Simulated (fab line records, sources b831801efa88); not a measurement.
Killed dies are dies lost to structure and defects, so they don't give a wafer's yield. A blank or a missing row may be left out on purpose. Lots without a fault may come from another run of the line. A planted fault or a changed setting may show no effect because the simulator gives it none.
Which tool did it? | flow gf180mcu | 13 lots, 39 wafers sampled, at 6 steps of a route of 602

WHAT THE GAUGES READ, wafer by wafer
GF_STI_THK_MEAS_22. Usual: STI_OXIDATION_01_THK 14.8 nm, standard deviation 0.33.
lot  | measured    | on            | STI_OXIDATION_01_THK (nm) | flag
L189 | day 2 03:18 | film_metro-01 | 15.3 15.4 15.4            |
L190 | day 2 09:29 | film_metro-02 | 14.9 14.9 14.9            |
L191 | day 2 14:40 | film_metro-02 | 15.0 15.0 15.1            |
L194 | day 3 07:55 | film_metro-04 | 14.7 14.4 14.7            |
L196 | day 3 18:20 | film_metro-04 | 14.7 14.5 14.8            |
L197 | day 3 23:22 | film_metro-04 | 15.3 15.4 15.0            |
L199 | day 4 06:22 | film_metro-01 | 14.8 15.0 14.7            |
L200 | day 4 14:24 | film_metro-02 | 14.9 14.7 14.9            |
L205 | day 5 13:25 | film_metro-01 | 15.0 15.0 15.1            |
L209 | day 6 10:32 | film_metro-02 | 14.6 14.9 14.7            |
L210 | day 6 15:17 | film_metro-04 | 14.7 15.0 15.0            |
L211 | day 6 20:17 | film_metro-02 | 14.9 14.8 14.8            |
L212 | day 7 02:03 | film_metro-04 | 14.9 15.3 15.2            |

GF_LVPWELL_OVL_MEAS_07. Usual: LVPWELL_OVL -0.4 nm, standard deviation 1.6.
lot  | measured    | on         | LVPWELL_OVL (nm) | flag
L189 | day 3 19:53 | overlay-02 | -1.3 -1.1 -1.4   |
L190 | day 4 01:38 | overlay-02 | -2.2 -4.9 -2.7   |
L191 | day 4 09:13 | overlay-02 | 1.1 -1.2 -0.3    |
L194 | day 5 03:03 | overlay-01 | -1.4 -1.7 -0.9   |
L196 | day 5 16:46 | overlay-01 | -0.1 1.0 -0.4    |
L197 | day 5 18:44 | overlay-02 | 2.7 1.7 0.3      |
L199 | day 6 03:13 | overlay-02 | -0.3 0.7 -0.4    |
L200 | day 6 12:29 | overlay-02 | -0.3 -0.9 0.8    |
L205 | day 7 14:49 | overlay-01 | 0.4 -2.6 -1.3    |
L209 | day 8 14:25 | overlay-02 | -2.9 -4.3 -5.0   |
L210 | day 8 19:51 | overlay-02 | 1.1 0.5 1.2      |
L211 | day 8 23:11 | overlay-01 | -1.8 -0.2 0.3    |
L212 | day 9 05:37 | overlay-01 | 0.6 -0.8 -1.0    |

GF_MVSD_TW_MEAS_11. Usual: MVSD_TW 1564, standard deviation 13.
lot  | measured    | on            | MVSD_TW        | flag
L189 | day 4 09:40 | film_metro-01 | 1553 1549 1548 |
L190 | day 4 15:43 | film_metro-01 | 1558 1551 1562 |
L191 | day 4 23:41 | film_metro-03 | 1569 1572 1571 |
L194 | day 5 18:14 | film_metro-03 | 1576 1562 1563 |
L196 | day 6 08:46 | film_metro-01 | 1553 1546 1543 |
L197 | day 6 10:05 | film_metro-03 | 1362 1359 1355 | OFF
L199 | day 6 19:16 | film_metro-02 | 1549 1546 1552 |
L200 | day 7 04:48 | film_metro-02 | 1552 1561 1555 |
L205 | day 8 07:53 | film_metro-02 | 1565 1562 1553 |
L209 | day 9 08:02 | film_metro-03 | 1578 1577 1575 |
L210 | day 9 13:48 | film_metro-03 | 1575 1567 1578 |
L211 | day 9 17:34 | film_metro-02 | 1547 1549 1550 |
L212 | day 9 23:56 | film_metro-03 | 1576 1575 1579 |

GF_VT_IMPLANT_OVL_MEAS_40. Usual: VT_IMPLANT_03_OVL -1.0 nm, standard deviation 1.3.
lot  | measured     | on         | VT_IMPLANT_03_OVL (nm) | flag
L189 | day 7 10:18  | overlay-01 | -0.5 -2.2 -2.2         |
L190 | day 7 16:36  | overlay-01 | -2.2 -0.2 -0.9         |
L191 | day 8 03:20  | overlay-01 | -1.8 -0.1 -1.1         |
L194 | day 9 00:47  | overlay-02 | -1.2 -1.0 -1.2         |
L196 | day 9 18:02  | overlay-01 | -3.0 -2.7 -1.6         |
L197 | day 9 18:34  | overlay-01 | -0.7 0.3 -1.1          |
L199 | day 10 06:05 | overlay-01 | 1.8 -0.1 -0.9          |
L200 | day 10 15:59 | overlay-01 | -0.1 0.6 -1.1          |
L205 | day 12 00:38 | overlay-01 | -1.6 -0.8 0.4          |
L209 | day 13 07:17 | overlay-01 | -2.2 -2.8 -2.2         |
L210 | day 13 10:53 | overlay-01 | -0.7 -1.5 -1.3         |
L211 | day 13 16:02 | overlay-01 | -3.2 -2.6 -2.1         |
L212 | day 13 23:11 | overlay-02 | -1.2 -0.9 1.2          |

WHICH TOOL RAN EACH LOT (tool, then ch and the chambers of the sampled wafers, then the start)
lot  | GF_LVPWELL_STRIP_10                 | GF_MVSD_STRIP_10
L189 | plasma_asher-04 ch 0, day 3 20:13   | plasma_asher-01 ch 0,1, day 4 09:34
L190 | plasma_asher-03 ch 0,1, day 4 01:58 | plasma_asher-02 ch 0,1, day 4 15:37
L191 | plasma_asher-03 ch 0,1, day 4 09:34 | plasma_asher-03 ch 0,1, day 4 23:35
L194 | plasma_asher-04 ch 0,1, day 5 03:24 | plasma_asher-01 ch 0,1, day 5 18:08
L196 | plasma_asher-03 ch 0,1, day 5 17:07 | plasma_asher-01 ch 0,1, day 6 08:40
L197 | plasma_asher-03 ch 0,1, day 5 19:04 | plasma_asher-02 ch 0,1, day 6 09:58
L199 | plasma_asher-04 ch 0,1, day 6 03:34 | plasma_asher-03 ch 0,1, day 6 19:10
L200 | plasma_asher-02 ch 0,1, day 6 12:49 | plasma_asher-03 ch 0,1, day 7 04:42
L205 | plasma_asher-04 ch 0,1, day 7 15:10 | plasma_asher-01 ch 0,1, day 8 07:48
L209 | plasma_asher-03 ch 0,1, day 8 14:45 | plasma_asher-02 ch 0,1, day 9 07:56
L210 | plasma_asher-02 ch 1, day 8 20:11   | plasma_asher-01 ch 0,1, day 9 13:42
L211 | plasma_asher-04 ch 0,1, day 8 23:31 | plasma_asher-01 ch 0,1, day 9 17:28
L212 | plasma_asher-04 ch 0,1, day 9 05:56 | plasma_asher-02 ch 0,1, day 9 23:50
- GF_LVPWELL_STRIP_10: strips in O2/N2.
- GF_MVSD_STRIP_10: strips in O2/N2.

WHAT THE TOOLS THEMSELVES READ (means of the sampled wafers that have a number; where no wafer has one, the mark that the record gives instead)
GF_LVPWELL_STRIP_10. Usual: drypump_motor_current_A 5.6 A, standard deviation 0.43; heater_power_w 321 W, standard deviation 22; n2_flow_sccm 299.9 sccm, standard deviation 1; oes_product_au 0.722 a.u., standard deviation 0.0048; strip_time_to_endpoint_s 36.95 s, standard deviation 0.11.
lot  | tool            | drypump_motor_current_A (A) | heater_power_w (W) | n2_flow_sccm (sccm) | oes_product_au (a.u.) | strip_time_to_endpoint_s (s) | flag
L189 | plasma_asher-04 | 5.2                         | 308                | 300.9               | 0.724                 | 36.91                        |
L190 | plasma_asher-03 | 5.9                         | 331                | 300.5               | 0.724                 | 36.95                        |
L191 | plasma_asher-03 | 5.9                         | 335                | 299.6               | 0.723                 | 37.12                        |
L194 | plasma_asher-04 | 5.2                         | 302                | 300.3               | 0.723                 | 36.88                        |
L196 | plasma_asher-03 | 5.9                         | 339                | 300.1               | 0.721                 | 36.93                        |
L197 | plasma_asher-03 | 5.9                         | 335                | 299.9               | 0.958                 | -                            | OFF
L199 | plasma_asher-04 | 5.2                         | 305                | 299.2               | 0.719                 | 36.90                        |
L200 | plasma_asher-02 | 6.2                         | 334                | 300.1               | 0.723                 | 37.04                        |
L205 | plasma_asher-04 | 5.2                         | 304                | 299.9               | 0.721                 | 37.02                        |
L209 | plasma_asher-03 | 5.7                         | 349                | 300.3               | 0.724                 | 36.95                        |
L210 | plasma_asher-02 | 6.4                         | 345                | 301.6               | 0.721                 | 37.08                        |
L211 | plasma_asher-04 | 5.2                         | 310                | 299.9               | 0.723                 | 37.04                        |
L212 | plasma_asher-04 | 5.2                         | 306                | 299.6               | 0.723                 | 37.06                        |

GF_MVSD_STRIP_10. Usual: drypump_motor_current_A 5.9 A, standard deviation 0.3; heater_power_w 333 W, standard deviation 23; n2_flow_sccm 299.9 sccm, standard deviation 0.94; oes_product_au 0.722 a.u., standard deviation 0.0048; strip_time_to_endpoint_s 36.99 s, standard deviation 0.096.
lot  | tool            | drypump_motor_current_A (A) | heater_power_w (W) | n2_flow_sccm (sccm) | oes_product_au (a.u.) | strip_time_to_endpoint_s (s) | flag
L189 | plasma_asher-01 | 5.9                         | 323                | 300.7               | 0.723                 | 37.07                        |
L190 | plasma_asher-02 | 6.0                         | 322                | 300.3               | 0.722                 | 36.92                        |
L191 | plasma_asher-03 | 5.7                         | 353                | 300.1               | 0.722                 | 37.01                        |
L194 | plasma_asher-01 | 5.7                         | 338                | 299.8               | 0.725                 | 37.09                        |
L196 | plasma_asher-01 | 5.7                         | 338                | 300.8               | 0.723                 | 36.72                        |
L197 | plasma_asher-02 | 6.2                         | 334                | 299.2               | 0.725                 | 47.21                        | OFF
L199 | plasma_asher-03 | 6.0                         | 337                | 299.1               | 0.722                 | 37.00                        |
L200 | plasma_asher-03 | 5.9                         | 332                | 301.1               | 0.715                 | 37.01                        |
L205 | plasma_asher-01 | 5.7                         | 337                | 299.7               | 0.724                 | 37.11                        |
L209 | plasma_asher-02 | 6.0                         | 320                | 300.4               | 0.716                 | 37.08                        |
L210 | plasma_asher-01 | 5.9                         | 324                | 298.5               | 0.725                 | 37.07                        |
L211 | plasma_asher-01 | 5.9                         | 326                | 299.5               | 0.723                 | 37.01                        |
L212 | plasma_asher-02 | 6.2                         | 336                | 299.3               | 0.722                 | 37.08                        |

THE ANSWER, worked out from the rows above alone
Rule: a lot is off if the mean of its wafers that have a number lies more than 3 standard deviations from the usual mean. A lot without any number at a reading at which 4 lots or more have one is off too. The other lots that the step has rows for count as sound. The gauges are gone through in route order, then the tools' own readings, and for those a lot's mean is taken as printed above. The first step at which some lot is off is used, and at that step the reading that is off furthest; a lot without a number counts as furthest.
Off: L197, at GF_MVSD_TW_MEAS_11 (MVSD_TW).
A tool fits if, at a process step before that reading, it ran every lot that is off, and no sound lot after the first of them. The gauges at GF_MVSD_TW_MEAS_11 aren't tried: what is off there is off at GF_LVPWELL_STRIP_10 too, on other tools, and a gauge's error can't cause that. None of those tried fits.

WHAT THE SIMULATOR HAD PUT IN
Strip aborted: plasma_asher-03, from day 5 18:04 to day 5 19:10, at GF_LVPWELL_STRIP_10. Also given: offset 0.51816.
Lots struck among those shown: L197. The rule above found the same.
